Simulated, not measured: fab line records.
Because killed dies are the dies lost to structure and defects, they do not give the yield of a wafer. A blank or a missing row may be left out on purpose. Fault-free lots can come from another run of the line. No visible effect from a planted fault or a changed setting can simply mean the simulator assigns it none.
fab line records | flow sky130
record lots=5 wafers=15 lastDay=49
route steps=708 shown VIA4@654 METAL5@661
lots that met no fault: taken from a fault-free run of the same line
startH: hours from the record's opening day to when the first of the lot's shown wafers began | waitH: hours from the lot's prior step to this one | " identical to the entry in the row above | L1.1+2: several wafers, shown together as one row | - no value, or no start was given | * or withheld: withheld | < > ~ a bound
route shown NAME@n: NAME is a module with steps in the file, n the number in the route of the first one | usual: mean/standard deviation taken from wafers without a fault | same: alike in all rows | chamber/n: place in a boat | sites: the reading at each site | _std_site: how widely they spread, as a standard deviation | _edge_site: outer sites' mean less inner sites' | radiusMm: for every site, how far away it sits from the centre of the wafer | mask NAME#n: copy n | behind: tool/chamber where the wafer was last shaped | hold: why the lot went on hold/how many hours it stayed there/how the hold came to an end | device: which transistor (n, p or np) failed to switch | end of line: the tests these same wafers got at the end of their route | for a step that has no rows: nothing shown but its recipe | killed: the dies lost at the first sort to structure and to defects; this is not the yield of the wafer | map: per-die view of a wafer (x killed, . not killed, _ where there is no die)
set.NAME: the setting that was run; set.NAME@STEP: the one run at that earlier step | model.NAME: the simulator's own value behind a step, which no gauge read
lots at some steps of the route; a table a step, a row a wafer
services: a tool's chamber out of use, with start hour (startH, from the record's first day; less than 0 if before it), hours out, and reason
## steps
# step SKY_VIA4_CLEAN_15
# recipe chemistry=IPA timeS=180 tempC=25
# columns lot.wafer tool chamber startH waitH
L080.1+4+5 wetBench-03 2 1054.23 0.0
L083.3+4+6 wetBench-03 0 1081.68 0.0
L088.3+4+6 wetBench-04 3 1103.89 0.0
L090.3+4+6 wetBench-01 1 1104.89 0.0
L091.2+5+6 wetBench-01 2 1121.85 0.0
# step SKY_VIA4_CLEAN_16
# recipe chemistry=O3/DIW dry=n2Spin
# columns lot.wafer tool chamber startH waitH
L080.1+4+5 wetBench-03 1 1054.29 0.0
L083.3+4+6 wetBench-04 1 1081.73 0.0
L088.3+4+6 wetBench-01 2 1103.96 0.0
L090.3+4+6 wetBench-01 0 1104.94 0.0
L091.2+5+6 wetBench-01 0 1121.91 0.0
# step SKY_VIA4_SPUTTER_17
# recipe material=TiN targetThkNm=20 chamberPressurePa=5 powerW=4000 timeS=80
# usual chamberPressurePa=4.999/0.011 throttleValvePct=30.3/0.91
# columns lot.wafer tool chamber startH waitH chamberPressurePa throttleValvePct
L080.1 pvdSputter-02 - 1054.38 0.0 4.982 30.9
L080.4 " - " " 4.998 28.7
L080.5 " - " " 5.004 31.4
L083.3 pvdSputter-02 - 1081.92 0.0 5.000 30.6
L083.4 " - " " 5.001 30.0
L083.6 " - " " 4.993 28.6
L088.3 pvdSputter-02 - 1104.06 0.0 5.004 30.8
L088.4 " - " " 4.985 28.2
L088.6 " - " " 4.980 30.3
L090.3 pvdSputter-04 - 1105.04 0.0 4.990 29.0
L090.4 " - " " 5.009 28.8
L090.6 " - " " 5.002 30.1
L091.2 pvdSputter-04 - 1122.00 0.0 5.000 30.1
L091.5 " - " " 5.002 30.4
L091.6 " - " " 4.980 29.1
# step SKY_VIA4_CVD_18
# recipe material=W targetThkNm=505 timeS=152.14 tempC=400 pressureTorr=40
# usual heaterPowerW=833/77
# columns lot.wafer tool chamber startH waitH heaterPowerW
L080.1 cvdW-02 0 1054.45 0.0 754
L080.4 " 0 " " 762
L080.5 " 1 " " 819
L083.3 cvdW-02 1 1082.03 0.1 785
L083.4 " 0 " " 770
L083.6 " 1 " " 792
L088.3 cvdW-01 0 1104.17 0.1 877
L088.4 " 1 " " 983
L088.6 " 0 " " 894
L090.3 cvdW-02 0 1105.15 0.1 762
L090.4 " 1 " " 779
L090.6 " 0 " " 748
L091.2 cvdW-01 0 1122.12 0.1 887
L091.5 " 0 " " 891
L091.6 " 0 " " 885
# step SKY_VIA4_RS_MEAS_19
# recipe thkMeasGauge=four-point-probe reads=W_of_VIA4_CVD_18+TiN_of_VIA4_SPUTTER_17
# usual VIA4_W_RS=0.2279/0.0025
# columns lot.wafer tool chamber startH waitH VIA4_W_RS[ohm/sq]
L080.1 filmMetro-01 - 1054.60 0.1 0.2298
L080.4 " - " " 0.2286
L080.5 " - " " 0.2273
L083.3 filmMetro-01 - 1082.17 0.1 0.2249
L083.4 " - " " 0.2264
L083.6 " - " " 0.2249
L088.3 filmMetro-01 - 1104.31 0.1 0.2297
L088.4 " - " " 0.2312
L088.6 " - " " 0.2290
L090.3 filmMetro-02 - 1105.29 0.1 0.2292
L090.4 " - " " 0.2265
L090.6 " - " " 0.2281
L091.2 filmMetro-03 - 1122.39 0.2 0.2282
L091.5 " - " " 0.2281
L091.6 " - " " 0.2298
# step SKY_VIA4_THK_MEAS_20
# recipe thkMeasGauge=xrf reads=W_of_VIA4_CVD_18
# usual VIA4_W_THK=510/6.4
# columns lot.wafer tool chamber startH waitH VIA4_W_THK[nm]
L080.1 filmMetro-01 - 1054.72 0.1 503
L080.4 " - " " 503
L080.5 " - " " 506
L083.3 filmMetro-01 - 1082.27 0.1 513
L083.4 " - " " 513
L083.6 " - " " 513
L088.3 filmMetro-01 - 1104.41 0.1 503
L088.4 " - " " 500
L088.6 " - " " 505
L090.3 filmMetro-02 - 1105.39 0.1 506
L090.4 " - " " 513
L090.6 " - " " 510
L091.2 filmMetro-03 - 1122.50 0.1 512
L091.5 " - " " 508
L091.6 " - " " 508
# step SKY_VIA4_CMP_21
# recipe stopOn=SiO2 tOverpolishS=25 downForcePsi=3.5 platenRpm=60 targetThkNm=0 padVelocityMS=0.94248
# usual motorCurrentA=11.5/0.68 overpolishRunS=24.999/0.0085 platenRpm=59.99/0.038 timeToEndpointS=123/3.9
# columns lot.wafer tool chamber startH waitH motorCurrentA overpolishRunS platenRpm timeToEndpointS
L080.4 cmp-01 3 1054.88 0.1 11.9 25.000 60.03 117
L080.1 " 0 " " 11.0 24.997 59.99 118
L080.5 " 0 " " 11.5 25.004 60.00 121
L083.3 cmp-01 1 1082.31 0.0 11.6 25.004 60.03 128
L083.4 " 0 " " 10.9 25.003 60.05 121
L083.6 " 1 " " 11.3 24.998 60.00 128
L088.4 cmp-02 3 1104.50 0.1 12.6 24.990 59.97 122
L088.3 " 1 " " 11.4 25.008 59.97 122
L088.6 " 2 " " 11.3 25.015 59.93 125
L090.4 cmp-02 3 1105.60 0.2 12.2 25.003 60.06 122
L090.3 " 1 " " 11.1 25.002 60.00 122
L090.6 " 2 " " 11.5 24.998 60.06 125
L091.2 cmp-02 2 1122.65 0.1 11.9 25.008 59.99 128
L091.6 " 0 " " 10.3 25.007 59.96 121
L091.5 " 1 " " 11.1 24.990 60.00 126
# step SKY_METAL5_SPUTTER_00
# recipe material=Ti targetThkNm=15 powerW=3000 timeS=10 chamberPressurePa=0.4
# usual chamberPressurePa=0.4000/0.00075 throttleValvePct=29.8/0.74
# columns lot.wafer tool chamber startH waitH chamberPressurePa throttleValvePct
L080.1 pvdSputter-03 - 1055.18 0.2 0.4002 28.9
L080.4 " - " " 0.3999 29.8
L080.5 " - " " 0.3999 29.7
L083.3 pvdSputter-04 - 1082.61 0.2 0.3996 30.2
L083.4 " - " " 0.4012 28.9
L083.6 " - " " 0.4008 30.8
L088.3 pvdSputter-04 - 1104.75 0.1 0.3995 29.1
L088.4 " - " " 0.3996 28.8
L088.6 " - " " 0.4009 29.1
L090.3 pvdSputter-04 - 1105.85 0.1 0.3996 29.1
L090.4 " - " " 0.4002 31.0
L090.6 " - " " 0.4011 28.8
L091.2 pvdSputter-03 - 1122.85 0.1 0.3998 29.3
L091.5 " - " " 0.4015 29.3
L091.6 " - " " 0.4002 29.5
# step SKY_METAL5_SPUTTER_01
# recipe material=TiN targetThkNm=20 powerW=6500 timeS=16.7 chamberPressurePa=0.4
# usual chamberPressurePa=0.3999/0.0009 throttleValvePct=29.8/0.73
# columns lot.wafer tool chamber startH waitH chamberPressurePa throttleValvePct
L080.1 pvdSputter-03 - 1055.20 0.0 0.4003 29.2
L080.4 " - " " 0.3994 29.7
L080.5 " - " " 0.3998 29.7
L083.3 pvdSputter-04 - 1082.63 0.0 0.4017 30.3
L083.4 " - " " 0.4002 29.1
L083.6 " - " " 0.3996 30.9
L088.3 pvdSputter-04 - 1104.77 0.0 0.4000 29.3
L088.4 " - " " 0.4000 29.1
L088.6 " - " " 0.4014 29.5
L090.3 pvdSputter-04 - 1105.87 0.0 0.3993 28.9
L090.4 " - " " 0.4000 30.8
L090.6 " - " " 0.4012 29.3
L091.2 pvdSputter-03 - 1122.87 0.0 0.3994 29.3
L091.5 " - " " 0.4003 29.1
L091.6 " - " " 0.3992 29.9
# step SKY_METAL5_SPUTTER_02
# recipe material=AlCu targetThkNm=1150 powerW=10600 timeS=61.2 chamberPressurePa=0.4
# usual chamberPressurePa=0.4000/0.00081 throttleValvePct=29.8/0.73
# columns lot.wafer tool chamber startH waitH chamberPressurePa throttleValvePct
L080.1 pvdSputter-03 - 1055.22 0.0 0.4010 29.2
L080.4 " - " " 0.3995 29.8
L080.5 " - " " 0.4000 29.8
L083.3 pvdSputter-04 - 1082.66 0.0 0.4000 30.1
L083.4 " - " " 0.3999 29.0
L083.6 " - " " 0.4004 31.0
L088.3 pvdSputter-04 - 1104.80 0.0 0.3989 29.1
L088.4 " - " " 0.3995 28.8
L088.6 " - " " 0.3998 29.1
L090.3 pvdSputter-04 - 1105.90 0.0 0.3997 28.9
L090.4 " - " " 0.3996 31.2
L090.6 " - " " 0.3998 29.2
L091.2 pvdSputter-03 - 1122.90 0.0 0.3993 29.1
L091.5 " - " " 0.3985 29.4
L091.6 " - " " 0.3999 29.6
# step SKY_METAL5_SPUTTER_03
# recipe material=Ti targetThkNm=5 powerW=3075 timeS=3.3 chamberPressurePa=0.4
# usual chamberPressurePa=0.3999/0.00075 throttleValvePct=29.8/0.73
# columns lot.wafer tool chamber startH waitH chamberPressurePa throttleValvePct
L080.1 pvdSputter-03 - 1055.27 0.0 0.3992 29.2
L080.4 " - " " 0.4010 30.0
L080.5 " - " " 0.4014 29.9
L083.3 pvdSputter-04 - 1082.71 0.0 0.4003 30.4
L083.4 " - " " 0.3996 29.2
L083.6 " - " " 0.4012 31.1
L088.3 pvdSputter-04 - 1104.85 0.0 0.3997 29.2
L088.4 " - " " 0.3995 29.0
L088.6 " - " " 0.4003 29.1
L090.3 pvdSputter-04 - 1105.95 0.0 0.4007 28.8
L090.4 " - " " 0.4000 31.0
L090.6 " - " " 0.4004 29.3
L091.2 pvdSputter-03 - 1122.95 0.0 0.4002 29.2
L091.5 " - " " 0.4007 29.2
L091.6 " - " " 0.3994 29.7
# step SKY_METAL5_SPUTTER_04
# recipe material=TiN targetThkNm=70 powerW=6500 timeS=58.3 chamberPressurePa=0.4
# usual chamberPressurePa=0.4000/0.00084 throttleValvePct=29.8/0.75
# columns lot.wafer tool chamber startH waitH chamberPressurePa throttleValvePct
L080.1 pvdSputter-03 - 1055.29 0.0 0.3997 29.2
L080.4 " - " " 0.3994 29.8
L080.5 " - " " 0.3993 29.6
L083.3 pvdSputter-04 - 1082.73 0.0 0.4000 30.3
L083.4 " - " " 0.4001 29.1
L083.6 " - " " 0.3997 30.8
L088.3 pvdSputter-04 - 1104.87 0.0 0.3998 29.0
L088.4 " - " " 0.4014 28.9
L088.6 " - " " 0.4003 29.2
L090.3 pvdSputter-04 - 1105.97 0.0 0.3994 29.1
L090.4 " - " " 0.4009 30.8
L090.6 " - " " 0.3989 28.6
L091.2 pvdSputter-03 - 1122.97 0.0 0.4011 29.3
L091.5 " - " " 0.4012 29.2
L091.6 " - " " 0.3997 29.5
# step SKY_METAL5_RS_MEAS_05
# recipe thkMeasGauge=four-point-probe reads=TiN_of_METAL5_SPUTTER_04+Ti_of_METAL5_SPUTTER_03+AlCu_of_METAL5_SPUTTER_02+TiN_of_METAL5_SPUTTER_01+Ti_of_METAL5_SPUTTER_00
# usual METAL5_ALCU_RS=0.0271/0.00032
# columns lot.wafer tool chamber startH waitH METAL5_ALCU_RS[ohm/sq]
L080.1 filmMetro-03 - 1055.34 0.0 0.0268
L080.4 " - " " 0.0273
L080.5 " - " " 0.0273
L083.3 filmMetro-03 - 1082.82 0.1 0.0271
L083.4 " - " " 0.0270
L083.6 " - " " 0.0268
L088.3 filmMetro-04 - 1104.96 0.1 0.0274
L088.4 " - " " 0.0272
L088.6 " - " " 0.0273
L090.3 filmMetro-01 - 1106.06 0.1 0.0272
L090.4 " - " " 0.0271
L090.6 " - " " 0.0273
L091.2 filmMetro-04 - 1123.03 0.0 0.0265
L091.5 " - " " 0.0267
L091.6 " - " " 0.0270
# step SKY_METAL5_THK_MEAS_06
# recipe thkMeasGauge=xrf reads=AlCu_of_METAL5_SPUTTER_02
# usual METAL5_ALCU_THK=1147/16
# columns lot.wafer tool chamber startH waitH METAL5_ALCU_THK[nm]
L080.1 filmMetro-03 - 1055.46 0.1 1171
L080.4 " - " " 1149
L080.5 " - " " 1151
L083.3 filmMetro-03 - 1082.92 0.1 1161
L083.4 " - " " 1159
L083.6 " - " " 1163
L088.3 filmMetro-04 - 1105.06 0.1 1135
L088.4 " - " " 1140
L088.6 " - " " 1132
L090.3 filmMetro-01 - 1106.16 0.1 1132
L090.4 " - " " 1131
L090.6 " - " " 1129
L091.2 filmMetro-04 - 1123.14 0.1 1173
L091.5 " - " " 1164
L091.6 " - " " 1150
## services
# columns tool chamber startH hours kind
cmp-02 - 1034.47 4.9 pm
cmp-01 - 1037.30 0.8 repair
pvdSputter-04 - 1048.40 6.9 repair
cmp-01 - 1059.41 2.3 repair
cvdW-02 - 1061.90 0.8 repair
wetBench-01 - 1062.48 16.5 repair
wetBench-03 - 1062.59 1.9 pm
pvdSputter-02 - 1064.26 5.3 repair
cvdW-02 - 1065.15 2.8 pm
cmp-02 - 1087.22 4.0 pm
wetBench-01 - 1090.24 1.7 repair
cmp-02 - 1091.22 - consumableReplace:conditioner
cmp-02 - 1091.22 - consumableReplace:pad
cmp-01 - 1093.91 1.3 repair
cmp-02 - 1097.59 5.2 pm
cmp-01 - 1103.61 0.5 repair
pvdSputter-04 3 1106.02 - consumableReplace:kit
pvdSputter-04 3 1106.02 18.0 scheduledDown
pvdSputter-04 3 1106.02 18.0 ventCycle
pvdSputter-02 3 1112.00 - consumableReplace:kit
pvdSputter-02 3 1112.00 18.0 scheduledDown
pvdSputter-04 - 1114.19 7.6 repair
cvdW-02 0 1114.82 18.9 repair
cvdW-01 1 1118.65 7.5 repair
## key
fault none
